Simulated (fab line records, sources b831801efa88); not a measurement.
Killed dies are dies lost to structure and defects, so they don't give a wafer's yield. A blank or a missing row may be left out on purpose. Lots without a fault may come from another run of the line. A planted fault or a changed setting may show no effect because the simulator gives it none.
Split-lot experiment | flow sfq_line | 5 lots, 23 wafers read, on a route of 325 steps

THE SPLIT
At SFQ_TRILAYER_JJ_CE_LITHO_COAT_114 (resist thk 600 nm), the setting resist_thk_nm was moved away from the recipe's 600 nm on 10 of the 23 wafers read, by -1.7% to +4.8%. The other wafers ran this setting at the recipe's value.

FROM THE SPLIT TO THE READING: what the file shows between them, 1 step
- SFQ_TRILAYER_JJ_CE_BARC_OPEN_RIE_150: chemistry O2, target BARC, target depth 240 nm, time 80 s (also split here: pressure_mtorr)

THE READING
KrF_of_TRILAYER_JJ_CE_LITHO_COAT_114.thk_nm (the simulator's own value, which no gauge read), in nm, at SFQ_TRILAYER_JJ_CE_ETCH_RIE_118 (chemistry SF6, target Nb, stops on Al2O3, time 97.7 s, target depth 170 nm). The file gives no usual value for it. The 13 wafers here that ran the recipe average 476.2 nm, standard deviation 2.6 nm.

wafer  | tool, chamber at the split | resist_thk_nm as run, nm | against the recipe | KrF_of_TRILAYER_JJ_CE_LITHO_COAT_114.thk_nm, nm | against lot-mates on the recipe
L074.1 | litho_track-03, 0          | 612.6                    | +2.1%              | 488.4                                           | +12.1
L074.2 | litho_track-03, 0          | 600                      | recipe             | 476                                             | -
L074.3 | litho_track-03, 0          | 612.6                    | +2.1%              | 489.2                                           | +12.9
L074.5 | litho_track-03, 0          | 600                      | recipe             | 476.9                                           | -
L074.6 | litho_track-03, 0          | 600                      | recipe             | 475.9                                           | -
L077.2 | litho_track-03, 0          | 589.6                    | -1.7%              | 469.1                                           | -10.6
L077.3 | litho_track-03, 0          | 589.6                    | -1.7%              | 466.8                                           | -12.9
L077.4 | litho_track-03, 0          | 589.6                    | -1.7%              | 468.6                                           | -11.1
L077.5 | litho_track-03, 0          | 600                      | recipe             | 480.3                                           | -
L077.6 | litho_track-03, 0          | 600                      | recipe             | 479.1                                           | -
L081.1 | litho_track-03, 0          | 626                      | +4.3%              | 499.7                                           | +20.9
L081.2 | litho_track-03, 0          | 626                      | +4.3%              | 504                                             | +25.2
L081.3 | litho_track-03, 0          | 626                      | +4.3%              | 497.5                                           | +18.8
L081.4 | litho_track-03, 0          | 600                      | recipe             | 479.1                                           | -
L081.5 | litho_track-03, 0          | 600                      | recipe             | 478.4                                           | -
L082.2 | litho_track-04, 0          | 600                      | recipe             | 473.5                                           | -
L082.3 | litho_track-04, 0          | 600                      | recipe             | 478.3                                           | -
L082.4 | litho_track-04, 0          | 600                      | recipe             | 473.1                                           | -
L085.1 | litho_track-04, 0          | 628.6                    | +4.8%              | 505                                             | +31.6
L085.2 | litho_track-04, 0          | 600                      | recipe             | 473.2                                           | -
L085.3 | litho_track-04, 0          | 600                      | recipe             | 475                                             | -
L085.5 | litho_track-04, 0          | 628.6                    | +4.8%              | 505.9                                           | +32.5
L085.6 | litho_track-04, 0          | 600                      | recipe             | 472                                             | -

THE FIT
A straight line over all 23 wafers: KrF_of_TRILAYER_JJ_CE_LITHO_COAT_114.thk_nm changes by +5.67 nm for each +1% of resist_thk_nm; r = +0.98; the points scatter about the line by 2.5 nm.
The same after taking each lot's own level away (the mean of its wafers on the recipe; 23 wafers): +5.91 nm for each +1%; r = +0.98; scatter 2.5 nm.
On that fit, the largest move of resist_thk_nm shifts the reading by 28 nm.
The lots' own levels span 473.40 to 479.70 nm, that is 2.4 times the standard deviation above.
So the lot-to-lot level changes the slope little: the two slopes agree.
Check: with one of the wafers moved furthest among these (+4.8%) left out of the fit, the line predicts +26.9 nm for it against its lot-mates. It came out at +31.6 nm against them.

OTHER SPLITS ON THESE WAFERS
These wafers also went through other splits before the reading. Each is held against what the fit with the lots' levels taken away leaves over:
other split on the same wafers                      | wafers away from the commonest value | r with KrF_of_TRILAYER_JJ_CE_LITHO_COAT_114.thk_nm (lot level and that fit taken away)
SFQ_TRILAYER_M4_ETCH_METAL_ETCH_096 time_s          | 10                                   | -0.06
SFQ_TRILAYER_I4_VIA_LITHO_COAT_103 spin_rpm         | 6                                    | +0.23
SFQ_TRILAYER_I4_VIA_BARC_OPEN_VIA_ETCH_146 bias_w   | 12                                   | -0.37
SFQ_TRILAYER_JJ_TRILAYER_DEP_SPUTTER_109 power_w    | 12                                   | +0.30
SFQ_TRILAYER_JJ_CE_BARC_OPEN_RIE_150 pressure_mtorr | 10                                   | +0.53

THE WHOLE CHAIN: every reading that the file lists as answering this split, in the file's order
step                              | what it does                                                               | reading                                                                                      | change (the file's fit)              | r (the file's)
SFQ_TRILAYER_JJ_CE_LITHO_COAT_114 | resist thk 600 nm                                                          | KrF_of_TRILAYER_JJ_CE_LITHO_COAT_114.thk_nm (the simulator's own value, which no gauge read) | +5.83 nm for each +1% of the setting | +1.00
SFQ_TRILAYER_JJ_CE_ETCH_RIE_118   | chemistry SF6, target Nb, stops on Al2O3, time 97.7 s, target depth 170 nm | KrF_of_TRILAYER_JJ_CE_LITHO_COAT_114.thk_nm (the simulator's own value, which no gauge read) | +5.99 nm for each +1% of the setting | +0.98

THE FILE'S OWN FIT
KrF_of_TRILAYER_JJ_CE_LITHO_COAT_114.thk_nm changes by +5.99 nm for each +1% of resist_thk_nm, r = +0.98.
